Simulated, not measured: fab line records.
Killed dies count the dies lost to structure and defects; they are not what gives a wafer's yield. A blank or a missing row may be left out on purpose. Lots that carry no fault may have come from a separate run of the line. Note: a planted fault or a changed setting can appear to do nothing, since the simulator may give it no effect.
Code-filled problem report in 8D (eight disciplines) form | flow sky130 | the parts of the form that need people (team, actions taken, sign-off) are left out

1. WHAT IS WRONG
SONOS_ONO_CVD_02_THK at SKY_SONOS_ONO_THK_MEAS_03 reads a mean of 14.09 nm on 3 wafers of 1 lot; wafers without a fault read 10.55 nm with a standard deviation of 0.12. That is +29 standard deviations from the usual mean.
First seen on wafer L182.3, day 15 23:33, on film_metro-01. The record holds 36 wafers of 12 lots with a number at this step. The rule behind "out" and "out of limits": a value lying over 4 standard deviations away from the usual mean. The other wafers with a number count as sound.

2. WHAT IT IS AND WHAT IT IS NOT
question                    | is                     | is not
which readings at this step | SONOS_ONO_CVD_02_THK   | -
which lots                  | L182                   | L168, L169, L170, L171, L174, L176, L177, L178, L179, L180, L191
which wafers of those lots  | all that have a number | -
read on which gauges        | film_metro-01          | film_metro-03, film_metro-04
when                        | from day 15 23:33      | up to then (30 sound wafers); but 3 sound wafers of L191 came after

3. SUSPECTS, AND WHAT RULES EACH OUT
Counting: a tool at any process step up to the reading remains a suspect when it ran all the lots that are out and ran no sound lot after the first of those.
- the gauge at SKY_SONOS_ONO_THK_MEAS_03: kept. All the wafers that are out were read on film_metro-01, and no step on other tools shows them out.
- rie_diel-04 at SKY_FIELD_ISO_ETCH_15 (etches the open film in CHF3/O2, stops on Si, target depth 180 nm, time 72 s): kept. It ran the lot that is out, L182 (day 5 06:20), and no sound lot after that.
- lpcvd-02 at SKY_SONOS_ONO_CVD_02 (deposits Si3N4 from DCS/NH3, target thk 10.5 nm, time 180 s): ruled out as a lasting fault. Sound lots L191 ran on it after its first lot that is out, L182 (day 15 22:29).
The count leaves film_metro-01 at SKY_SONOS_ONO_THK_MEAS_03 and rie_diel-04 at SKY_FIELD_ISO_ETCH_15.

4. THE CAUSE (what the simulator had put in)
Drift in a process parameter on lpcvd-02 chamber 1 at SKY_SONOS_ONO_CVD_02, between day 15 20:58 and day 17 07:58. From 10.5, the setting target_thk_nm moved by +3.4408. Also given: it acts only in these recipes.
It was ruled out by counting, in error; the rule expects a fault to strike all lots run on its tool from its start on, and this fault did not.

5. THE EFFECT CHAIN, in route order
Each row: a reading whose mean over the struck wafers that have a number lies more than 3 standard deviations from the usual. Only readings for which the record gives a usual standard deviation are gone through. hours: the time from each lot's start at the first step in this table that gives one to its start at this step, as a median over the lots. sigmas: the change in usual standard deviations.
hours | step                      | reading              | usual    | on struck wafers | change | sigmas
0     | SKY_SONOS_ONO_THK_MEAS_03 | SONOS_ONO_CVD_02_THK | 10.55 nm | 14.09            | +3.54  | +29
Later measuring or inspecting steps at which every struck wafer that the step has a row for has a number for every such reading, and none has moved that far: SKY_CONTACT_THK_MEAS_03.

6. HOW IT WOULD HAVE BEEN CAUGHT EARLIER
3 hours passed between the start of the fault at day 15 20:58 and the first reading out of limits at a measuring or inspecting step in this record, taken at day 15 23:33.
Of the tool readings at SKY_SONOS_ONO_CVD_02 for which the record gives a usual standard deviation, none was out on any struck wafer, so an alarm limit of 4 standard deviations on them would not have fired.
